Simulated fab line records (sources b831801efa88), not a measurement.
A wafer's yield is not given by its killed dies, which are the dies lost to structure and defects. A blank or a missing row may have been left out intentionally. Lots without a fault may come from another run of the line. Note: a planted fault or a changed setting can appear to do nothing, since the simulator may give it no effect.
fab line records + flow gf180mcu
record
- lots=15
- wafers=45
- last_day=33
route steps=602 shown VT_IMPLANT@94 V1@349 M2@365
lots with no fault: from the same line, run without faults
start_h: start of the lot's first displayed wafer, in hours after the record's first day + wait_h: hours elapsed since this lot's preceding step + " same as the row above + L1.1+2: one row covering several wafers at once + - no value, or no start given + * or withheld: withheld + < > ~ a bound
route shown NAME@n: NAME is a module with steps in the file, n the number in the route of the first one + usual: the fault-free wafers' mean and standard deviation + same: alike in all rows + chamber/n: place in a boat + sites: each site's reading + _std_site: the values' standard deviation + _edge_site: inner sites' mean taken away from outer sites' mean + radius_mm: how far each site lies from the wafer's centre + mask NAME#n: copy n + behind: the last tool/chamber to shape the wafer + hold: why the lot went on hold/how many hours it stayed there/how the hold came to an end + device: which transistor (n, p or np) failed to switch + end of line: the tests these same wafers got at the end of their route + a step with no rows: only its recipe + killed: dies lost to structure and defects at the first sort, not the wafer's yield + map: the dies of a wafer, with x for killed, . for not killed, _ for no die there
set.NAME: the setting that was run; set.NAME@STEP: the one run at that earlier step + model.NAME: the simulator's own value behind a step, which no gauge read
one table for each step of the route and one row for each wafer, over a sample of lots
services: when a tool's chamber went out of use (start_h, in hours from the record's first day, below 0 if earlier), for how many hours, and the reason
## steps
# step GF_VT_IMPLANT_EXPOSE_04
# recipe
- mask_id=LVPWELL_LV_AREA
- target_cd_nm=600
- na=0.6
- source_shape=conventional
- sigma_outer=0.6
- dose_mj=140
# usual
- exposure_dose_mJ_cm2=140.01/0.13
- focus_offset_nm=0.0/0.57
- sigma_outer=0.6/0
| lot.wafer | tool             | chamber | start_h | wait_h | mask              | exposure_dose_mJ_cm2 | focus_offset_nm | sigma_outer |
|-----------|------------------|---------|---------|--------|-------------------|----------------------|-----------------|-------------|
| L160.2    | iline_stepper-02 | 0       | 101.79  | -      | LVPWELL_LV_AREA#0 | 139.96               | 0.6             | 0.6         |
| L160.5    | "                | 0       | "       | "      | LVPWELL_LV_AREA#0 | 140.09               | -0.7            | 0.6         |
| L160.6    | "                | 0       | "       | "      | LVPWELL_LV_AREA#0 | 140.31               | -0.6            | 0.6         |
| L162.3    | iline_stepper-01 | 0       | 124.31  | -      | LVPWELL_LV_AREA#0 | 140.01               | 0.0             | 0.6         |
| L162.4    | "                | 0       | "       | "      | LVPWELL_LV_AREA#0 | 140.03               | 0.2             | 0.6         |
| L162.6    | "                | 0       | "       | "      | LVPWELL_LV_AREA#0 | 139.98               | 0.4             | 0.6         |
| L164.1    | iline_stepper-02 | 0       | 129.02  | -      | LVPWELL_LV_AREA#0 | 139.90               | -0.1            | 0.6         |
| L164.2    | "                | 0       | "       | "      | LVPWELL_LV_AREA#0 | 139.77               | 1.2             | 0.6         |
| L164.4    | "                | 0       | "       | "      | LVPWELL_LV_AREA#0 | 139.98               | 0.8             | 0.6         |
| L165.2    | iline_stepper-01 | 0       | 137.84  | -      | LVPWELL_LV_AREA#0 | 139.99               | -0.1            | 0.6         |
| L165.4    | "                | 0       | "       | "      | LVPWELL_LV_AREA#0 | 140.24               | 0.2             | 0.6         |
| L165.6    | "                | 0       | "       | "      | LVPWELL_LV_AREA#0 | 139.93               | 0.4             | 0.6         |
| L166.1    | iline_stepper-01 | 0       | 143.99  | -      | LVPWELL_LV_AREA#0 | 139.96               | 0.5             | 0.6         |
| L166.3    | "                | 0       | "       | "      | LVPWELL_LV_AREA#0 | 140.01               | -0.2            | 0.6         |
| L166.5    | "                | 0       | "       | "      | LVPWELL_LV_AREA#0 | 140.22               | 0.5             | 0.6         |
| L167.1    | iline_stepper-02 | 0       | 151.97  | -      | LVPWELL_LV_AREA#0 | 139.97               | -0.6            | 0.6         |
| L167.2    | "                | 0       | "       | "      | LVPWELL_LV_AREA#0 | 140.05               | -0.5            | 0.6         |
| L167.4    | "                | 0       | "       | "      | LVPWELL_LV_AREA#0 | 139.97               | 0.0             | 0.6         |
| L168.2    | iline_stepper-02 | 0       | 154.46  | -      | LVPWELL_LV_AREA#0 | 139.92               | 0.5             | 0.6         |
| L168.5    | "                | 0       | "       | "      | LVPWELL_LV_AREA#0 | 139.80               | 0.0             | 0.6         |
| L168.6    | "                | 0       | "       | "      | LVPWELL_LV_AREA#0 | 139.86               | -0.8            | 0.6         |
| L169.1    | iline_stepper-01 | 0       | 166.27  | -      | LVPWELL_LV_AREA#0 | 139.79               | -0.1            | 0.6         |
| L169.5    | "                | 0       | "       | "      | LVPWELL_LV_AREA#0 | 140.20               | 0.6             | 0.6         |
| L169.6    | "                | 0       | "       | "      | LVPWELL_LV_AREA#0 | 140.04               | -0.2            | 0.6         |
| L170.1    | iline_stepper-02 | 0       | 167.22  | -      | LVPWELL_LV_AREA#0 | 139.95               | 0.8             | 0.6         |
| L170.2    | "                | 0       | "       | "      | LVPWELL_LV_AREA#0 | 140.17               | 0.4             | 0.6         |
| L170.5    | "                | 0       | "       | "      | LVPWELL_LV_AREA#0 | 139.99               | 0.4             | 0.6         |
| L172.1    | iline_stepper-01 | 0       | 179.16  | -      | LVPWELL_LV_AREA#0 | 139.96               | -0.9            | 0.6         |
| L172.4    | "                | 0       | "       | "      | LVPWELL_LV_AREA#0 | 139.93               | -0.7            | 0.6         |
| L172.5    | "                | 0       | "       | "      | LVPWELL_LV_AREA#0 | 139.99               | 0.1             | 0.6         |
| L173.1    | iline_stepper-02 | 0       | 183.47  | -      | LVPWELL_LV_AREA#0 | 140.23               | -0.1            | 0.6         |
| L173.3    | "                | 0       | "       | "      | LVPWELL_LV_AREA#0 | 139.79               | 0.1             | 0.6         |
| L173.6    | "                | 0       | "       | "      | LVPWELL_LV_AREA#0 | 140.11               | -0.2            | 0.6         |
| L177.1    | iline_stepper-01 | -       | 205.43  | -      | LVPWELL_LV_AREA#0 | -                    | -               | -           |
| L177.4    | "                | -       | "       | "      | LVPWELL_LV_AREA#0 | -                    | -               | -           |
| L177.6    | "                | -       | "       | "      | LVPWELL_LV_AREA#0 | -                    | -               | -           |
| L178.1    | iline_stepper-02 | -       | 212.51  | -      | LVPWELL_LV_AREA#0 | -                    | -               | -           |
| L178.3    | "                | -       | "       | "      | LVPWELL_LV_AREA#0 | -                    | -               | -           |
| L178.4    | "                | -       | "       | "      | LVPWELL_LV_AREA#0 | -                    | -               | -           |
| L179.4    | iline_stepper-01 | -       | 220.77  | -      | LVPWELL_LV_AREA#0 | -                    | -               | -           |
| L179.5    | "                | -       | "       | "      | LVPWELL_LV_AREA#0 | -                    | -               | -           |
| L179.6    | "                | -       | "       | "      | LVPWELL_LV_AREA#0 | -                    | -               | -           |
| L180.1    | iline_stepper-02 | 0       | 225.76  | -      | LVPWELL_LV_AREA#0 | 139.96               | 1.1             | 0.6         |
| L180.2    | "                | 0       | "       | "      | LVPWELL_LV_AREA#0 | 140.21               | 0.8             | 0.6         |
| L180.6    | "                | 0       | "       | "      | LVPWELL_LV_AREA#0 | 139.97               | 0.8             | 0.6         |
# step GF_V1_CD_MEAS_14
# recipe
- target_cd_nm=260
# usual
- cd_nm=260.2/1.6
| lot.wafer | tool      | chamber | start_h | wait_h | cd_nm |
|-----------|-----------|---------|---------|--------|-------|
| L160.2    | cd_sem-01 | -       | 408.96  | 0.1    | 258.7 |
| L160.5    | "         | -       | "       | "      | 260.1 |
| L160.6    | "         | -       | "       | "      | 260.0 |
| L162.3    | cd_sem-02 | -       | 449.25  | 0.1    | 260.6 |
| L162.4    | "         | -       | "       | "      | 259.8 |
| L162.6    | "         | -       | "       | "      | 260.5 |
| L164.1    | cd_sem-02 | -       | 456.26  | 0.1    | 260.2 |
| L164.2    | "         | -       | "       | "      | 259.6 |
| L164.4    | "         | -       | "       | "      | 259.7 |
| L165.2    | cd_sem-02 | -       | 467.53  | 0.1    | 258.9 |
| L165.4    | "         | -       | "       | "      | 258.2 |
| L165.6    | "         | -       | "       | "      | 257.5 |
| L166.1    | cd_sem-02 | -       | 468.81  | 0.1    | 260.3 |
| L166.3    | "         | -       | "       | "      | 260.4 |
| L166.5    | "         | -       | "       | "      | 259.8 |
| L167.1    | cd_sem-01 | -       | 483.31  | 0.1    | 262.1 |
| L167.2    | "         | -       | "       | "      | 261.4 |
| L167.4    | "         | -       | "       | "      | 261.9 |
| L168.2    | cd_sem-02 | -       | 492.33  | 0.1    | 262.7 |
| L168.5    | "         | -       | "       | "      | 261.0 |
| L168.6    | "         | -       | "       | "      | 261.6 |
| L169.1    | cd_sem-02 | -       | 504.24  | 0.1    | 257.9 |
| L169.5    | "         | -       | "       | "      | 258.4 |
| L169.6    | "         | -       | "       | "      | 258.5 |
| L170.1    | cd_sem-01 | -       | 506.11  | 0.1    | 262.3 |
| L170.2    | "         | -       | "       | "      | 262.2 |
| L170.5    | "         | -       | "       | "      | 263.1 |
| L172.1    | cd_sem-02 | -       | 518.61  | 0.1    | 258.3 |
| L172.4    | "         | -       | "       | "      | 258.6 |
| L172.5    | "         | -       | "       | "      | 257.8 |
| L173.1    | cd_sem-02 | -       | 526.65  | 0.1    | 259.2 |
| L173.3    | "         | -       | "       | "      | 259.7 |
| L173.6    | "         | -       | "       | "      | 260.2 |
| L180.1    | cd_sem-02 | -       | 585.45  | 0.1    | 260.0 |
| L180.2    | "         | -       | "       | "      | 260.7 |
| L180.6    | "         | -       | "       | "      | 259.7 |
# step GF_V1_CVD_23
# recipe
- material=W
- target_thk_nm=350
- time_s=105.05
- temp_c=400
- pressure_torr=40
# usual
- heater_power_w=862/71
| lot.wafer | tool     | chamber | start_h | wait_h | heater_power_w | since_wet_clean_h |
|-----------|----------|---------|---------|--------|----------------|-------------------|
| L160.2    | cvd_w-01 | 1       | 410.35  | 0.0    | 966            | 506               |
| L160.5    | "        | 1       | "       | "      | 980            | -                 |
| L160.6    | "        | 0       | "       | "      | 831            | -                 |
| L162.3    | cvd_w-02 | 1       | 450.23  | 0.1    | 831            | -                 |
| L162.4    | "        | 1       | "       | "      | 837            | -                 |
| L162.6    | "        | 1       | "       | "      | 829            | -                 |
| L164.1    | cvd_w-02 | 1       | 457.17  | 0.0    | 822            | 53                |
| L164.2    | "        | 1       | "       | "      | 856            | -                 |
| L164.4    | "        | 1       | "       | "      | 843            | -                 |
| L165.2    | cvd_w-01 | 0       | 468.43  | 0.0    | 814            | 564               |
| L165.4    | "        | 0       | "       | "      | 830            | -                 |
| L165.6    | "        | 0       | "       | "      | 796            | -                 |
| L166.1    | cvd_w-01 | 0       | 469.76  | 0.0    | 837            | 566               |
| L166.3    | "        | 1       | "       | "      | 977            | -                 |
| L166.5    | "        | 0       | "       | "      | 847            | -                 |
| L167.1    | cvd_w-01 | 0       | 484.25  | 0.0    | 858            | 580               |
| L167.2    | "        | 1       | "       | "      | 1000           | 580               |
| L167.4    | "        | 0       | "       | "      | 826            | -                 |
| L168.2    | cvd_w-02 | 0       | 493.23  | 0.0    | 797            | 89                |
| L168.5    | "        | 1       | "       | "      | 824            | -                 |
| L168.6    | "        | 0       | "       | "      | 773            | -                 |
| L169.1    | cvd_w-02 | 0       | 505.18  | 0.0    | 778            | 101               |
| L169.5    | "        | 1       | "       | "      | 838            | -                 |
| L169.6    | "        | 0       | "       | "      | 793            | -                 |
| L170.1    | cvd_w-01 | 1       | 507.06  | 0.0    | 983            | 603               |
| L170.2    | "        | 0       | "       | "      | 837            | 603               |
| L170.5    | "        | 1       | "       | "      | 974            | -                 |
| L172.1    | cvd_w-01 | 0       | 519.53  | 0.0    | 823            | 616               |
| L172.4    | "        | 1       | "       | "      | 1008           | -                 |
| L172.5    | "        | 1       | "       | "      | 997            | -                 |
| L173.1    | cvd_w-02 | 0       | 527.57  | 0.0    | 783            | 124               |
| L173.3    | "        | 0       | "       | "      | 793            | -                 |
| L173.6    | "        | 1       | "       | "      | 845            | -                 |
| L180.1    | cvd_w-02 | 1       | 586.37  | 0.0    | 857            | 182               |
| L180.2    | "        | 1       | "       | "      | 825            | -                 |
| L180.6    | "        | 1       | "       | "      | 857            | -                 |
# step GF_M2_SPUTTER_03
# recipe
- material=Ti
- target_thk_nm=10
- substrate_temp_c=300
- chamber_pressure_pa=0.3
- power_w=3000
- time_s=6.7
# usual
- substrate_temp_c=300.01/0.22
- throttle_valve_pct=30.1/1.1
| lot.wafer | tool           | chamber | start_h | wait_h | substrate_temp_c | throttle_valve_pct |
|-----------|----------------|---------|---------|--------|------------------|--------------------|
| L160.2    | pvd_sputter-02 | -       | 411.10  | 0.0    | 300.05           | 28.6               |
| L160.5    | "              | -       | "       | "      | 299.78           | 30.0               |
| L160.6    | "              | -       | "       | "      | 299.96           | 31.9               |
| L162.3    | pvd_sputter-01 | -       | 451.02  | 0.0    | 300.02           | 30.1               |
| L162.4    | "              | -       | "       | "      | 299.89           | 31.0               |
| L162.6    | "              | -       | "       | "      | 299.75           | 31.3               |
| L164.1    | pvd_sputter-03 | -       | 458.04  | 0.0    | 300.07           | 28.1               |
| L164.2    | "              | -       | "       | "      | 299.91           | 29.1               |
| L164.4    | "              | -       | "       | "      | 299.92           | 29.9               |
| L165.2    | pvd_sputter-01 | -       | 469.18  | 0.0    | 299.91           | 30.2               |
| L165.4    | "              | -       | "       | "      | 299.90           | 30.4               |
| L165.6    | "              | -       | "       | "      | 299.97           | 30.4               |
| L166.1    | pvd_sputter-01 | -       | 470.51  | 0.0    | 299.92           | 30.8               |
| L166.3    | "              | -       | "       | "      | 300.12           | 30.3               |
| L166.5    | "              | -       | "       | "      | 300.25           | 29.1               |
| L167.1    | pvd_sputter-01 | -       | 485.01  | 0.0    | 299.84           | 30.6               |
| L167.2    | "              | -       | "       | "      | 299.83           | 29.9               |
| L167.4    | "              | -       | "       | "      | 300.02           | 29.0               |
| L168.2    | pvd_sputter-01 | -       | 493.98  | 0.0    | 299.99           | 31.8               |
| L168.5    | "              | -       | "       | "      | 300.15           | 30.4               |
| L168.6    | "              | -       | "       | "      | 300.14           | 30.1               |
| L169.1    | pvd_sputter-02 | -       | 505.94  | 0.0    | 300.22           | 31.8               |
| L169.5    | "              | -       | "       | "      | 300.40           | 32.0               |
| L169.6    | "              | -       | "       | "      | 299.75           | 29.9               |
| L170.1    | pvd_sputter-02 | -       | 507.81  | 0.0    | 300.16           | 28.5               |
| L170.2    | "              | -       | "       | "      | 299.94           | 31.8               |
| L170.5    | "              | -       | "       | "      | 300.47           | 29.7               |
| L172.1    | pvd_sputter-03 | -       | 520.28  | 0.0    | 300.61           | 29.0               |
| L172.4    | "              | -       | "       | "      | 300.14           | 30.8               |
| L172.5    | "              | -       | "       | "      | 300.24           | 30.7               |
| L173.1    | pvd_sputter-02 | -       | 528.33  | 0.0    | 300.06           | 29.9               |
| L173.3    | "              | -       | "       | "      | 300.18           | 30.0               |
| L173.6    | "              | -       | "       | "      | 300.04           | 31.9               |
| L180.1    | pvd_sputter-02 | -       | 587.26  | 0.0    | 300.14           | 28.5               |
| L180.2    | "              | -       | "       | "      | 299.63           | 32.1               |
| L180.6    | "              | -       | "       | "      | 300.05           | 31.8               |
## services
| tool             | chamber | start_h | hours | kind   |
|------------------|---------|---------|-------|--------|
| iline_stepper-02 | -       | 91.38   | 0.5   | repair |
| cvd_w-02         | -       | 146.97  | 6.9   | pm     |
| iline_stepper-02 | -       | 223.75  | 1.7   | pm     |
| iline_stepper-01 | -       | 244.12  | 4.4   | pm     |
| cvd_w-02         | -       | 249.30  | 0.7   | repair |
| iline_stepper-02 | -       | 261.50  | 2.6   | repair |
| iline_stepper-01 | -       | 265.50  | 1.7   | pm     |
| cvd_w-01         | 1       | 272.67  | 10.7  | repair |
| iline_stepper-01 | -       | 280.02  | 0.7   | repair |
| iline_stepper-02 | -       | 288.87  | 2.1   | pm     |
| iline_stepper-01 | -       | 345.76  | 7.8   | repair |
| iline_stepper-01 | -       | 376.80  | 9.4   | repair |
| cvd_w-01         | -       | 382.61  | 1.1   | repair |
| cvd_w-02         | -       | 390.00  | 14.0  | pm     |
| iline_stepper-02 | -       | 441.93  | 1.7   | pm     |
| cvd_w-01         | 1       | 446.09  | 6.0   | repair |
| cvd_w-02         | 0       | 447.99  | 11.8  | repair |
| cvd_w-02         | 1       | 477.39  | 12.4  | repair |
| iline_stepper-01 | -       | 483.78  | 1.7   | pm     |
| iline_stepper-02 | -       | 508.00  | 4.4   | pm     |
| iline_stepper-02 | -       | 539.68  | 8.6   | repair |
| iline_stepper-02 | -       | 553.10  | 7.6   | repair |
| cvd_w-02         | 0       | 583.22  | 10.6  | repair |
| cvd_w-02         | -       | 584.57  | 1.0   | repair |
## key
first_sign
- step=GF_VT_IMPLANT_EXPOSE_04
- reading=tool_record
- direction=missing
effect none on later readings
met_at GF_VT_IMPLANT_EXPOSE_04
struck_lots L177,L178,L179
later_rows_left_out L177.1,L177.4,L177.6,L178.1,L178.3,L178.4,L179.4,L179.5,L179.6
sort_left_out L177.1,L177.4,L177.6,L178.1,L178.3,L178.4,L179.4,L179.5,L179.6
tester_left_out L177,L178,L179
not_acting_at GF_V1_CD_MEAS_14,GF_V1_CVD_23,GF_M2_SPUTTER_03
onset_between 183.47 205.43
fault
- kind=skipped_step_whole
- tool=iline_stepper-01,iline_stepper-02
- chamber=-
- onset_h=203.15
- steps=GF_VT_IMPLANT_EXPOSE_04
- scope=struck_lots_only
# tester_left_out: of these lots the tester's yield and bins aren't shown, on N5 and GAA mostly nor the transistor test; their killed dies are dies lost to structure and defects alone, not to doping, threshold or leakage, so they don't give the yield
# sort_left_out: the simulated sort isn't trusted on such a fault, so these wafers' sort isn't shown, and their yield isn't known
# later_rows_left_out: the simulator's readings of these wafers behind a module that went badly wrong aren't trusted and aren't shown, but for the sort
